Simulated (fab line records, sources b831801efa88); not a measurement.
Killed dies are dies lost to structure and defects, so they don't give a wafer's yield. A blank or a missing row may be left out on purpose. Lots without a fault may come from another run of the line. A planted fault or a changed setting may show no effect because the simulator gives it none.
Which tool did it? | flow gf180mcu | 14 lots, 41 wafers sampled, at 5 steps of a route of 602

WHAT THE GAUGES READ, wafer by wafer
The record holds no reading of a measuring or inspecting step that can be judged against a usual standard deviation.

WHICH TOOL RAN EACH LOT (tool, then ch and the chambers of the sampled wafers, then the start)
lot  | GF_V1_ETCH_16                      | GF_M2_METAL_ETCH_16               | GF_M2_STRIP_17                       | GF_M3_SPUTTER_02             | GF_M4_SPUTTER_03
L263 | rie_diel-03 ch 0,3, day 18 08:25   | rie_metal-03 ch 0, day 19 09:44   | plasma_asher-01 ch 0,1, day 19 09:52 | pvd_sputter-02, day 20 12:52 | pvd_sputter-03, day 22 15:19
L264 | rie_diel-02 ch 0,2,3, day 18 15:29 | rie_metal-02 ch 0,1, day 19 18:20 | plasma_asher-01 ch 0,1, day 19 18:27 | pvd_sputter-04, day 20 21:45 | pvd_sputter-02, day 22 23:20
L268 | rie_diel-03 ch 1,2,3, day 20 03:02 | rie_metal-03 ch 0,1, day 21 04:40 | plasma_asher-04 ch 0,1, day 21 04:48 | pvd_sputter-02, day 22 07:46 | pvd_sputter-02, day 24 11:52
L270 | rie_diel-03 ch 0,3, day 20 22:19   | rie_metal-03 ch 0, day 21 23:22   | plasma_asher-01 ch 0,1, day 21 23:30 | pvd_sputter-01, day 23 01:32 | pvd_sputter-02, day 25 02:05
L269 | rie_diel-03 ch 0,2, day 21 03:29   | rie_metal-02 ch 0,1, day 22 05:20 | plasma_asher-01 ch 0,1, day 22 05:28 | pvd_sputter-01, day 23 07:47 | pvd_sputter-01, day 25 21:53
L271 | rie_diel-01 ch 0,2,3, day 21 07:47 | rie_metal-02 ch 0,1, day 22 08:59 | plasma_asher-04 ch 0,1, day 22 09:07 | pvd_sputter-04, day 23 11:10 | pvd_sputter-02, day 25 22:57
L272 | rie_diel-03 ch 0,3, day 21 08:08   | rie_metal-04 ch 0,1, day 22 09:10 | plasma_asher-01 ch 0,1, day 22 09:17 | pvd_sputter-02, day 23 11:28 | pvd_sputter-01, day 25 23:10
L273 | rie_diel-02 ch 0,1,3, day 21 22:32 | rie_metal-02 ch 0,1, day 22 22:55 | plasma_asher-03 ch 0,1, day 22 23:02 | pvd_sputter-01, day 24 00:22 | pvd_sputter-03, day 26 02:59
L275 | rie_diel-01 ch 0,1, day 22 10:56   | rie_metal-03 ch 0,1, day 23 11:19 | plasma_asher-01 ch 0,1, day 23 11:26 | pvd_sputter-04, day 24 12:13 | pvd_sputter-02, day 26 18:44
L276 | rie_diel-01 ch 0,1,2, day 23 02:40 | rie_metal-02 ch 1, day 24 02:44   | plasma_asher-04 ch 0,1, day 24 03:00 | pvd_sputter-01, day 25 03:54 | pvd_sputter-03, day 27 01:37
L277 | rie_diel-01 ch 0,2, day 23 11:29   | rie_metal-03 ch 0,1, day 24 12:04 | plasma_asher-01 ch 0,1, day 24 12:11 | pvd_sputter-02, day 26 00:10 | pvd_sputter-01, day 27 17:52
L278 | rie_diel-02 ch 1,2,3, day 23 16:44 | rie_metal-02 ch 0,1, day 24 16:26 | plasma_asher-01 ch 0,1, day 24 16:33 | pvd_sputter-02, day 26 01:28 | pvd_sputter-03, day 27 19:52
L282 | rie_diel-03 ch 0,2, day 25 02:08   | rie_metal-03 ch 0, day 26 02:32   | plasma_asher-03 ch 0,1, day 26 02:39 | pvd_sputter-04, day 27 01:37 | pvd_sputter-01, day 28 21:01
L284 | rie_diel-03 ch 2,3, day 26 00:20   | rie_metal-03 ch 0,1, day 26 20:56 | plasma_asher-04 ch 0,1, day 26 21:04 | pvd_sputter-04, day 27 19:41 | pvd_sputter-03, day 29 14:34
- GF_V1_ETCH_16: etches BARC in N2/H2.
- GF_M2_METAL_ETCH_16: etches the open film in Cl2/BCl3, stops on SiO2, target depth 750.8 nm, time 125.1 s.
- GF_M2_STRIP_17: strips in O2/N2.
- GF_M3_SPUTTER_02: material AlCu, target thk 450 nm, time 23.9 s.
- GF_M4_SPUTTER_03: material Ti, target thk 10 nm, time 6.7 s.

WHAT THE TOOLS THEMSELVES READ (means of the sampled wafers that have a number; where no wafer has one, the mark that the record gives instead)
GF_V1_ETCH_16.
lot  | tool        | drypump_motor_current_A (A) | oes_product_au (a.u.) | throttle_valve_pct (%)
L263 | rie_diel-03 | 5.3                         | 0.853                 | 13.228
L264 | rie_diel-02 | 6.1                         | 0.859                 | 13.227
L268 | rie_diel-03 | 5.5                         | 0.858                 | 13.222
L270 | rie_diel-03 | 5.2                         | 0.851                 | 13.224
L269 | rie_diel-03 | 5.4                         | 0.857                 | 13.225
L271 | rie_diel-01 | 5.7                         | 0.853                 | 13.227
L272 | rie_diel-03 | 5.3                         | 0.853                 | 13.231
L273 | rie_diel-02 | 5.8                         | 0.860                 | 13.224
L275 | rie_diel-01 | 5.5                         | 0.851                 | 13.223
L276 | rie_diel-01 | 5.6                         | 0.857                 | 13.240
L277 | rie_diel-01 | 5.6                         | 0.855                 | 13.224
L278 | rie_diel-02 | 6.1                         | 0.856                 | 13.236
L282 | rie_diel-03 | 5.3                         | 0.855                 | 13.229
L284 | rie_diel-03 | 5.5                         | 0.851                 | 13.230

GF_M2_METAL_ETCH_16.
lot  | tool         | drypump_motor_current_A (A) | oes_product_au (a.u.) | throttle_valve_pct (%)
L263 | rie_metal-03 | 5.9                         | 0.992                 | 28.229
L264 | rie_metal-02 | 5.8                         | 0.988                 | 28.237
L268 | rie_metal-03 | 5.9                         | 0.992                 | 28.228
L270 | rie_metal-03 | 6.0                         | 0.993                 | 28.232
L269 | rie_metal-02 | 5.4                         | 0.992                 | 28.225
L271 | rie_metal-02 | 5.4                         | 0.981                 | 28.237
L272 | rie_metal-04 | 6.4                         | 0.997                 | 28.233
L273 | rie_metal-02 | 5.8                         | 0.984                 | 28.233
L275 | rie_metal-03 | 5.9                         | 0.992                 | 28.231
L276 | rie_metal-02 | 5.0                         | 0.987                 | 28.237
L277 | rie_metal-03 | 5.9                         | 0.995                 | 28.232
L278 | rie_metal-02 | 5.8                         | 0.985                 | 28.229
L282 | rie_metal-03 | 6.0                         | 0.897                 | 28.325
L284 | rie_metal-03 | 5.9                         | 0.961                 | 28.267

GF_M2_STRIP_17.
lot  | tool            | drypump_motor_current_A (A) | heater_power_w (W) | oes_product_au (a.u.) | strip_time_to_endpoint_s (s)
L263 | plasma_asher-01 | 5.6                         | 328                | 0.543                 | 7.44
L264 | plasma_asher-01 | 6.0                         | 330                | 0.542                 | 7.48
L268 | plasma_asher-04 | 5.2                         | 309                | 0.535                 | 7.34
L270 | plasma_asher-01 | 6.0                         | 330                | 0.535                 | 7.37
L269 | plasma_asher-01 | 5.6                         | 331                | 0.537                 | 7.36
L271 | plasma_asher-04 | 5.1                         | 313                | 0.535                 | 7.42
L272 | plasma_asher-01 | 5.6                         | 330                | 0.532                 | 7.35
L273 | plasma_asher-03 | 5.9                         | 305                | 0.540                 | 7.43
L275 | plasma_asher-01 | 6.0                         | 331                | 0.537                 | 7.35
L276 | plasma_asher-04 | 5.2                         | 312                | 0.538                 | 7.41
L277 | plasma_asher-01 | 6.0                         | 326                | 0.537                 | 7.38
L278 | plasma_asher-01 | 6.0                         | 331                | 0.543                 | 7.43
L282 | plasma_asher-03 | 6.0                         | 314                | 0.559                 | 7.88
L284 | plasma_asher-04 | 5.5                         | 296                | 0.544                 | 7.55

GF_M3_SPUTTER_02.
lot  | tool           | throttle_valve_pct (%)
L263 | pvd_sputter-02 | 29.7
L264 | pvd_sputter-04 | 29.2
L268 | pvd_sputter-02 | 29.6
L270 | pvd_sputter-01 | 30.6
L269 | pvd_sputter-01 | 30.4
L271 | pvd_sputter-04 | 29.2
L272 | pvd_sputter-02 | 30.3
L273 | pvd_sputter-01 | 30.2
L275 | pvd_sputter-04 | 29.2
L276 | pvd_sputter-01 | 30.6
L277 | pvd_sputter-02 | 30.0
L278 | pvd_sputter-02 | 30.0
L282 | pvd_sputter-04 | 29.4
L284 | pvd_sputter-04 | 29.2

GF_M4_SPUTTER_03.
lot  | tool           | throttle_valve_pct (%)
L263 | pvd_sputter-03 | 30.2
L264 | pvd_sputter-02 | 29.7
L268 | pvd_sputter-02 | 29.7
L270 | pvd_sputter-02 | 29.2
L269 | pvd_sputter-01 | 30.0
L271 | pvd_sputter-02 | 29.4
L272 | pvd_sputter-01 | 30.4
L273 | pvd_sputter-03 | 29.6
L275 | pvd_sputter-02 | 29.9
L276 | pvd_sputter-03 | 30.3
L277 | pvd_sputter-01 | 30.5
L278 | pvd_sputter-03 | 29.7
L282 | pvd_sputter-01 | 30.2
L284 | pvd_sputter-03 | 29.8

THE ANSWER, worked out from the rows above alone
Rule: what is usual is taken from the lots themselves. Put in order of their means at a reading, lots are off if they are a third of the lots or fewer, leave a main group of 4 or more, and stand apart from it by a gap of 3 or more times the standard deviation of the main group's means; of several such gaps the widest counts. A main group whose means are all the same, to the digits that the tables above print for the reading, isn't used. A lot without any number at a reading at which 4 lots or more have one is off too. The other lots that the step has rows for count as sound. The gauges are gone through in route order, then the tools' own readings, and for those a lot's mean is taken as printed above. The first step at which some lot is off is used, and at that step the reading that is off furthest; a lot without a number counts as furthest.
Off: L282, L284, at GF_M2_METAL_ETCH_16 (throttle_valve_pct). The main group: mean 28.232 %, standard deviation 0.0037.
A tool fits if, at that step or a process step before it, it ran every lot that is off, and no sound lot after the first of them. Can't be told from this: 2 tools fit, rie_diel-03 at GF_V1_ETCH_16, rie_metal-03 at GF_M2_METAL_ETCH_16.

WHAT THE SIMULATOR HAD PUT IN
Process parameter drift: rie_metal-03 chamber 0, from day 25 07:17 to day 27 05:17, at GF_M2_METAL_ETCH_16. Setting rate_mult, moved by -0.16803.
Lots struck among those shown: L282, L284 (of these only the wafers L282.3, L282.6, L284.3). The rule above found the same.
